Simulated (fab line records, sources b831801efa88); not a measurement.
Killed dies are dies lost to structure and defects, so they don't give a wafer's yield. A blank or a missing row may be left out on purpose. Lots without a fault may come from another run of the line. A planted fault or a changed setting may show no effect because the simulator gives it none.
fab line records | flow sky130
record lots=11 wafers=33 last_day=50
route steps=708 shown POLY_GATE@205 SPACER@306 POLY_CUT@318 SD_P@327
lots that met no fault: from a run of the same line without faults
start_h: hours from the record's first day to the start of the lot's first wafer shown | wait_h: hours since the lot's step before | " the same as in the row above | L1.1+2: a row that stands for several wafers | - no value, or no start given | * or withheld: withheld | < > ~ a bound
route shown NAME@n: a module of which the file shows steps, and the number in the route of the first | usual: mean/standard deviation of fault-free wafers | same: alike in all rows | chamber/n: place in a boat | sites: the reading at each site | _std_site: their standard deviation | _edge_site: outer sites' mean less inner sites' | radius_mm: how far each site lies from the wafer's centre | mask NAME#n: copy n | behind: the tool/chamber that last shaped the wafer | hold: why the lot was held/for how many hours/how that ended | device: the transistor (n, p or np) that didn't switch | end of line: the same wafers' tests at the end of the route | a step without rows: its recipe alone | killed: dies lost to structure and defects at the first sort, not the wafer's yield | map: a wafer's dies, x killed, . not, _ none there
set.NAME: the setting as run; set.NAME@STEP: as run at that earlier step | model.NAME: the simulator's own value behind a step, which no gauge read
steps of the route over a sample of lots; a table a step, a row a wafer
services: from which hour (start_h, from the record's first day; less than 0 if before it) a tool's chamber was out of use, for how many hours, and why
## steps
# step SKY_POLY_GATE_THK_MEAS_01
# recipe reads=poly-Si_of_POLY_GATE_CVD_00
# usual POLY_GATE_CVD_00_THK=181.1/2
# columns lot.wafer tool chamber start_h wait_h POLY_GATE_CVD_00_THK[nm]
L431.2 film_metro-02 - 321.45 0.0 187.7
L431.3 " - " " 187.9
L431.4 " - " " 185.3
L433.1 film_metro-02 - 335.73 0.0 178.8
L433.2 " - " " 178.2
L433.4 " - " " 179.2
L436.1 film_metro-03 - 364.36 0.0 183.2
L436.4 " - " " 183.0
L436.5 " - " " 182.0
L438.1 film_metro-01 - 371.34 0.0 181.5
L438.3 " - " " 183.6
L438.4 " - " " 181.6
L439.1 film_metro-02 - 390.11 0.0 182.5
L439.3 " - " " 181.1
L439.4 " - " " 182.2
L442.3 film_metro-02 - 418.51 0.0 180.6
L442.5 " - " " 180.6
L442.6 " - " " 180.9
L444.3 film_metro-02 - 429.27 0.0 180.3
L444.5 " - " " 180.8
L444.6 " - " " 180.2
L445.2 film_metro-03 - 436.55 0.0 180.8
L445.3 " - " " 180.9
L445.6 " - " " 178.6
L447.1 film_metro-02 - 454.70 0.0 184.0
L447.3 " - " " 183.6
L447.6 " - " " 182.1
L451.2 film_metro-01 - 488.82 0.0 177.4
L451.5 " - " " 176.4
L451.6 " - " " 177.4
L453.3 film_metro-03 - 501.12 0.0 181.3
L453.4 " - " " 182.1
L453.5 " - " " 180.6
# step SKY_SPACER_ETCHBACK_02
# recipe chemistry=CH3F/O2 target=Si3N4 stop_on=SiO2 source_w=400 bias_w=80 pressure_mtorr=25 ch3f_flow_sccm=40 O2_flow_sccm=30 time_s=46.7 target_depth_a=450
# usual drypump_motor_current_A=5.7/0.46 oes_product_au=0.855/0.0058 throttle_valve_pct=10.562/0.0093
# columns lot.wafer tool chamber start_h wait_h drypump_motor_current_A oes_product_au rf_hours_counter_h throttle_valve_pct
L431.2 rie_diel-04 1 537.85 0.0 5.6 0.864 3 10.559
L431.3 " 2 " " 6.3 0.857 4 10.569
L431.4 " 3 " " 4.8 0.861 5 10.569
L433.1 rie_diel-01 3 562.48 0.1 5.8 0.858 34 10.571
L433.2 " 2 " " 5.6 0.856 25 10.565
L433.4 " 0 " " 6.0 0.849 72 10.553
L436.1 rie_diel-04 0 583.45 0.1 5.0 0.857 12 10.554
L436.4 " 2 " " 6.3 0.849 4 10.566
L436.5 " 3 " " 4.9 0.845 - 10.565
L438.1 rie_diel-03 0 592.17 0.1 5.7 0.857 12 10.559
L438.3 " 1 " " 6.2 0.869 12 10.565
L438.4 " 3 " " 5.9 0.853 8 10.548
L439.1 rie_diel-04 0 608.24 0.1 5.1 0.854 13 10.558
L439.3 " 2 " " 6.3 0.862 5 10.566
L439.4 " 1 " " 5.5 0.860 4 10.572
L442.3 rie_diel-03 0 635.88 0.0 5.7 0.864 13 10.557
L442.5 " 2 " " 5.9 0.857 - 10.555
L442.6 " 3 " " 5.9 0.855 - 10.560
L444.3 rie_diel-03 2 645.84 0.0 6.0 0.849 16 10.560
L444.5 " 0 " " 5.7 0.861 - 10.564
L444.6 " 2 " " 5.9 0.855 - 10.570
L445.2 rie_diel-04 1 651.12 0.0 5.6 0.868 5 10.571
L445.3 " 0 " " 5.0 0.860 13 10.556
L445.6 " 1 " " 5.5 0.863 - 10.550
L447.1 rie_diel-04 3 668.86 0.1 4.9 0.857 6 10.572
L447.3 " 2 " " 6.3 0.865 6 10.556
L447.6 " 1 " " 5.5 0.856 - 10.567
L451.2 rie_diel-01 2 705.06 0.0 5.6 0.858 29 10.559
L451.5 " 2 " " 5.6 0.857 - 10.563
L451.6 " 1 " " 6.0 0.853 - 10.576
L453.3 rie_diel-03 1 712.21 0.0 6.2 0.856 15 10.568
L453.4 " 2 " " 6.0 0.854 18 10.569
L453.5 " 1 " " 6.2 0.854 - 10.558
# step SKY_POLY_CUT_ETCH_11
# recipe target=Si3N4 chemistry=CF4/CH2F2/Ar stop_on=poly-Si source_w=600 bias_w=150 pressure_mtorr=40 cf4_flow_sccm=40 ch2f2_flow_sccm=20 Ar_flow_sccm=150 time_s=42.5 target_depth_a=600
# usual drypump_motor_current_A=5.9/0.4 oes_product_au=0.830/0.0062 throttle_valve_pct=14.993/0.0096
# columns lot.wafer tool chamber start_h wait_h drypump_motor_current_A oes_product_au rf_hours_counter_h throttle_valve_pct
L431.2 rie_diel-01 2 567.30 0.0 5.6 0.831 26 14.988
L431.3 " 1 " " 6.0 0.829 15 15.006
L431.4 " 3 " " 5.9 0.838 34 14.991
L433.1 rie_diel-02 3 591.66 0.0 5.9 0.827 3 14.983
L433.2 " 0 " " 5.2 0.814 9 14.997
L433.4 " 2 " " 6.5 0.830 14 14.992
L436.1 rie_diel-02 3 612.93 0.0 5.9 0.832 4 15.012
L436.4 " 2 " " 6.5 0.825 15 14.999
L436.5 " 1 " " 6.3 0.826 - 14.977
L438.1 rie_diel-02 1 621.56 0.0 6.4 0.831 41 14.989
L438.3 " 0 " " 5.3 0.834 9 15.000
L438.4 " 2 " " 6.5 0.826 15 14.996
L439.1 rie_diel-02 0 637.56 0.0 5.2 0.835 9 14.999
L439.3 " 3 " " 5.9 0.834 4 14.998
L439.4 " 2 " " 6.4 0.822 15 14.984
L442.3 rie_diel-04 2 664.28 0.0 6.4 0.823 6 14.998
L442.5 " 2 " " 6.3 0.834 - 15.001
L442.6 " 1 " " 5.6 0.829 - 14.968
L444.3 rie_diel-01 3 674.43 0.0 5.9 0.836 37 15.011
L444.5 " 3 " " 5.9 0.850 - 14.998
L444.6 " 2 " " 5.6 0.836 - 14.992
L445.2 rie_diel-02 2 680.03 0.0 6.5 0.790 16 14.993
L445.3 " 1 " " 6.3 0.793 42 14.999
L445.6 " 2 " " 6.5 0.788 - 14.992
L447.1 rie_diel-02 1 696.61 0.0 6.3 0.789 42 15.001
L447.3 " 3 " " 5.9 0.803 5 14.989
L447.6 " 2 " " 6.4 0.795 - 14.989
L451.2 rie_diel-04 0 733.81 0.0 5.0 0.822 15 14.992
L451.5 " 0 " " 5.0 0.827 - 14.987
L451.6 " 1 " " 5.6 0.820 - 14.991
L453.3 rie_diel-01 1 739.31 0.0 6.0 0.824 20 15.013
L453.4 " 0 " " 6.0 0.833 3 15.001
L453.5 " 2 " " 5.6 0.823 - 14.998
# step SKY_POLY_CUT_STRIP_12
# recipe chemistry=O2/N2 power_w=1400 pressure_mtorr=1500 platen_temp_c=withheld o2_flow_sccm=3000 n2_flow_sccm=300 overash_fraction=0.5
# usual drypump_motor_current_A=5.5/0.47 oes_product_au=0.452/0.0042 strip_time_to_endpoint_s=5.353/0.015
# columns lot.wafer tool chamber start_h wait_h drypump_motor_current_A oes_product_au rf_hours_counter_h strip_time_to_endpoint_s
L431.2 plasma_asher-01 1 567.34 0.0 5.3 0.447 12 5.371
L431.3 " 0 " " 5.3 0.452 - 5.366
L431.4 " 1 " " 5.3 0.452 - 5.360
L433.1 plasma_asher-03 0 591.70 0.0 5.9 0.447 52 5.338
L433.2 " 1 " " 6.7 0.451 52 5.361
L433.4 " 0 " " 5.9 0.453 - 5.358
L436.1 plasma_asher-03 1 612.97 0.0 6.7 0.458 54 5.350
L436.4 " 1 " " 6.7 0.453 - 5.352
L436.5 " 0 " " 5.9 0.455 - 5.358
L438.1 plasma_asher-03 0 621.60 0.0 5.9 0.454 55 5.380
L438.3 " 1 " " 6.7 0.457 - 5.331
L438.4 " 0 " " 5.9 0.454 - 5.344
L439.1 plasma_asher-04 1 637.60 0.0 5.2 0.455 74 5.370
L439.3 " 0 " " 5.2 0.451 - 5.359
L439.4 " 1 " " 5.1 0.445 - 5.364
L442.3 plasma_asher-01 1 664.35 0.1 5.3 0.458 - 5.337
L442.5 " 1 " " 5.3 0.452 - 5.340
L442.6 " 0 " " 5.3 0.453 - 5.357
L444.3 plasma_asher-01 0 674.50 0.1 5.3 0.456 - 5.342
L444.5 " 1 " " 5.3 0.443 - 5.340
L444.6 " 0 " " 5.2 0.448 - 5.327
L445.2 plasma_asher-01 1 680.07 0.0 5.3 0.459 23 5.359
L445.3 " 0 " " 5.2 0.454 - 5.352
L445.6 " 1 " " 5.3 0.448 - 5.357
L447.1 plasma_asher-04 0 696.65 0.0 5.2 0.448 80 5.344
L447.3 " 0 " " 5.2 0.445 - 5.381
L447.6 " 1 " " 5.2 0.457 - 5.358
L451.2 plasma_asher-04 0 733.85 0.0 5.2 0.453 84 5.386
L451.5 " 0 " " 5.2 0.448 - 5.369
L451.6 " 1 " " 5.2 0.450 - 5.380
L453.3 plasma_asher-04 0 739.39 0.1 5.2 0.456 - 5.362
L453.4 " 1 " " 5.2 0.451 - 5.358
L453.5 " 0 " " 5.2 0.451 - 5.342
# step SKY_SD_P_CD_MEAS_07
# recipe target_cd_nm=380
# usual cd_nm=379.8/2.7
# columns lot.wafer tool chamber start_h wait_h cd_nm
L431.2 cd_sem-01 - 596.55 0.1 380.1
L431.3 " - " " 381.8
L431.4 " - " " 379.1
L433.1 cd_sem-01 - 621.23 0.1 377.6
L433.2 " - " " 380.8
L433.4 " - " " 379.7
L436.1 cd_sem-01 - 645.93 0.1 379.3
L436.4 " - " " 378.5
L436.5 " - " " 380.6
L438.1 cd_sem-02 - 649.88 0.1 378.4
L438.3 " - " " 379.6
L438.4 " - " " 378.6
L439.1 cd_sem-02 - 666.78 0.1 379.0
L439.3 " - " " 381.8
L439.4 " - " " 381.3
L442.3 cd_sem-01 - 692.02 0.1 384.0
L442.5 " - " " 382.5
L442.6 " - " " 383.2
L444.3 cd_sem-02 - 702.49 0.1 384.3
L444.5 " - " " 383.3
L444.6 " - " " 381.7
L445.2 cd_sem-02 - 707.93 0.1 375.2
L445.3 " - " " 374.5
L445.6 " - " " 375.3
L447.1 cd_sem-01 - 724.13 0.1 379.2
L447.3 " - " " 377.1
L447.6 " - " " 377.0
L451.2 cd_sem-01 - 761.88 0.1 383.2
L451.5 " - " " 382.9
L451.6 " - " " 384.1
L453.3 cd_sem-02 - 766.87 0.1 380.7
L453.4 " - " " 378.8
L453.5 " - " " 377.2
## services
# columns tool chamber start_h hours kind
rie_diel-04 0 515.19 4.3 repair
plasma_asher-01 - 549.55 1.8 repair
rie_diel-03 - 555.09 0.5 repair
rie_diel-04 - 557.80 14.6 pm
rie_diel-02 - 579.36 10.0 pm
rie_diel-02 - 594.19 0.6 repair
rie_diel-01 0 610.54 - clean
rie_diel-01 0 610.54 18.7 scheduled_down
rie_diel-01 0 610.54 18.7 vent_cycle
rie_diel-04 0 619.54 2.6 repair
rie_diel-03 3 637.20 29.0 repair
plasma_asher-04 - 640.21 1.2 repair
plasma_asher-04 - 641.40 2.8 pm
rie_diel-03 1 646.40 21.6 repair
rie_diel-03 0 678.72 16.5 repair
rie_diel-01 - 681.04 0.7 repair
rie_diel-04 2 681.67 4.1 repair
rie_diel-01 0 690.94 20.6 repair
rie_diel-01 3 691.37 3.4 repair
rie_diel-04 - 707.94 0.9 repair
rie_diel-04 0 712.58 11.5 repair
plasma_asher-03 - 719.81 0.5 repair
rie_diel-01 2 721.97 8.9 repair
plasma_asher-03 - 724.72 9.7 repair
## key
first_sign step=SKY_POLY_CUT_ETCH_11 reading=oes_product_au direction=down sigmas=6 usual=0.830 struck=0.793
effect none on later readings
met_at SKY_SPACER_ETCHBACK_02
struck_lots L445,L447
tester_left_out L445,L447
not_acting_at SKY_POLY_GATE_THK_MEAS_01,SKY_POLY_CUT_STRIP_12,SKY_SD_P_CD_MEAS_07
onset_between 608.24 651.12
also_fits SKY_POLY_CUT_ETCH_11:rie_diel-02
fault kind=process_parameter_drift tool=rie_diel-04 chamber=- onset_h=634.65 steps=SKY_SPACER_ETCHBACK_02 channel=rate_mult offset=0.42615 shape=step end_h=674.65
# tester_left_out: of these lots the tester's yield and bins aren't shown, on N5 and GAA mostly nor the transistor test; their killed dies are dies lost to structure and defects alone, not to doping, threshold or leakage, so they don't give the yield
